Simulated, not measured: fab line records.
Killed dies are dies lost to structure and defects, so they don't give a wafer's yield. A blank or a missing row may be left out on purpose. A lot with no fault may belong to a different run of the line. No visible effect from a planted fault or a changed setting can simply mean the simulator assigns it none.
2 desks looking at one fault + flow gf180mcu + each desk holds nothing but its own numbers, with what lay behind them at the end

FOR THE TOOL OWNER'S DESK: pecvd-01
The tool's own readings at GF_PASSIVATION_CVD_00 (deposits SiO2 from TEOS, target thk 1000 nm, time 111.95 s): means of the sampled wafers that have a number, for each lot that ran on this tool. Any lot whose mean is over 4 standard deviations away from the usual mean is out of limits and marked OUT; that distance is given in the brackets.
Columns: A = heater_power_w at GF_PASSIVATION_CVD_00, usual 621 W; B = rf_fwd_power_W at GF_PASSIVATION_CVD_00, usual 596.4 W; C = run_length_s at GF_PASSIVATION_CVD_00, usual 139.8 s
| lot  | first seen here | A   | B     | C               |
|------|-----------------|-----|-------|-----------------|
| L537 | day 29 01:01    | 583 | 596.8 | 139.8           |
| L538 | day 29 06:23    | 559 | 598.2 | 139.7           |
| L544 | day 31 06:01    | 581 | 595.7 | 139.9           |
| L550 | day 32 21:17    | 573 | 595.2 | 153.4 (+35) OUT |
| L553 | day 33 08:23    | 600 | 597.4 | 153.4 (+35) OUT |
| L554 | day 33 16:52    | 591 | 593.6 | 153.2 (+34) OUT |
This desk finds L550, L553, L554 out of limits, L550 being first, at day 32 21:17 (run_length_s at GF_PASSIVATION_CVD_00). In limits: L537, L538, L544.

METROLOGY DESK
Means of the sampled wafers that have a number, per lot and without regard to the tool the lot ran on: this is what the gauges read. Any lot whose mean is over 4 standard deviations away from the usual mean is out of limits and marked OUT; that distance is given in the brackets.
Columns: A = TOP_METAL_OVL at GF_TOP_METAL_OVL_MEAS_15, usual -0.4 nm; B = PASSIVATION_CVD_00_THK at GF_PASSIVATION_THK_MEAS_01, usual 1002 nm; C = PASSIVATION_CVD_02_THK at GF_PASSIVATION_THK_MEAS_03, usual 701 nm
| lot  | first seen here | A    | B               | C   |
|------|-----------------|------|-----------------|-----|
| L536 | day 28 13:57    | 0.8  | 995             | 699 |
| L537 | day 29 00:16    | -0.4 | 1007            | 702 |
| L538 | day 29 05:27    | 0.8  | 984             | 696 |
| L539 | day 29 14:25    | -0.1 | 1001            | 706 |
| L543 | day 30 22:19    | 1.0  | 999             | 696 |
| L544 | day 31 05:16    | -1.8 | 1003            | 703 |
| L550 | day 32 20:31    | -2.6 | 1141 (+12) OUT  | 697 |
| L553 | day 33 07:37    | -0.3 | 1134 (+11) OUT  | 700 |
| L554 | day 33 16:07    | -1.3 | 1115 (+9.4) OUT | 697 |
| L555 | day 33 20:10    | 1.8  | 1004            | 705 |
| L556 | day 34 02:03    | -0.3 | 1007            | 706 |
This desk's finding: out of limits on L550, L553, L554; first on L550, day 32 21:23 (PASSIVATION_CVD_00_THK at GF_PASSIVATION_THK_MEAS_01). In limits: L536, L537, L538, L539, L543, L544, L555, L556.

TAKEN TOGETHER
On L550, L553, L554, at day 32 21:17, an alarm was possible from the tool owner's desk.
At day 32 21:23 the metrology desk could have sounded an alarm, on L550, L553, L554.
Every lot named ran GF_PASSIVATION_CVD_00 on pecvd-01.

WHAT WAS PUT IN BY THE SIMULATOR
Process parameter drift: pecvd-01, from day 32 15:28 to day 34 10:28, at GF_PASSIVATION_CVD_00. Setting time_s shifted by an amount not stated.
Struck lots among those shown: L550, L553, L554.
Time in hours from fault onset to the first out-of-limits reading at each desk: tool owner's desk 6, metrology desk 6.
